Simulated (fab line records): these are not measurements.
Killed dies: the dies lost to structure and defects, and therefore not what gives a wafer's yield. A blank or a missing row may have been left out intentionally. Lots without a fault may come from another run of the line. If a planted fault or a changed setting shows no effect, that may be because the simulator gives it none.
Which tool was responsible?    flow gf180mcu    6 lots, 18 wafers sampled, at 4 steps of a route of 602

WHAT THE GAUGES SHOWED, per wafer
GF_TOP_METAL_OVL_MEAS_15.
lot   measured      on          TOP_METAL_OVL (nm)
L564  day 28 10:34  overlay-02  0.0 -0.6 -1.3
L568  day 29 18:10  overlay-01  -0.6 -1.7 -1.4
L570  day 30 04:47  overlay-02  -1.7 -3.5 -2.5
L572  day 30 21:02  overlay-02  -1.6 -2.5 -3.4
L582  day 33 12:15  overlay-02  -2.3 -2.2 -2.9
L584  day 33 22:37  overlay-01  -1.8 -1.4 -0.4

WHICH TOOL RAN EACH LOT (tool, then ch and the chambers of the sampled wafers, then the start)
lot   GF_M4_METAL_ETCH_16                GF_TOP_METAL_SPUTTER_02       GF_TOP_METAL_SPUTTER_04
L564  rie-metal-02 ch 0,1, day 23 18:57  pvd-sputter-02, day 27 15:02  pvd-sputter-02, day 27 15:05
L568  rie-metal-04 ch 0, day 25 06:33    pvd-sputter-04, day 28 22:55  pvd-sputter-04, day 28 22:58
L570  rie-metal-02 ch 0,1, day 25 18:39  pvd-sputter-04, day 29 09:56  pvd-sputter-04, day 29 09:59
L572  rie-metal-04 ch 0,1, day 26 14:17  pvd-sputter-01, day 30 02:42  pvd-sputter-01, day 30 02:46
L582  rie-metal-04 ch 1, day 29 16:38    pvd-sputter-04, day 32 20:44  pvd-sputter-04, day 32 20:48
L584  rie-metal-01 ch 0,1, day 30 03:14  pvd-sputter-02, day 33 07:04  pvd-sputter-02, day 33 07:08
- GF_M4_METAL_ETCH_16: etches the open film in Cl2/BCl3, stops on SiO2, target depth 627.5 nm, time 104.6 s.
- GF_TOP_METAL_SPUTTER_02: material AlCu, target thk 900 nm, time 47.82 s.
- GF_TOP_METAL_SPUTTER_04: material TiN, target thk 25 nm, time 20.8 s.

THE ANSWER, worked out from the rows above alone
Rule: usual is defined by the lots themselves. Put in order of their means at a reading, lots are off if they are a third of the lots or fewer, leave a main group of 4 or more, and stand apart from it by a gap of 3 or more times the standard deviation of the main group's means; of several such gaps the widest counts. If all means in a main group match to the digits the tables above print for the reading, that group is not used. Also off: a lot with no number at a reading for which 4 or more lots have one. The other lots that the step has rows for count as sound.
Nothing can be told from this: no lot is off at any reading shown.

WHAT WAS PUT IN BY THE SIMULATOR
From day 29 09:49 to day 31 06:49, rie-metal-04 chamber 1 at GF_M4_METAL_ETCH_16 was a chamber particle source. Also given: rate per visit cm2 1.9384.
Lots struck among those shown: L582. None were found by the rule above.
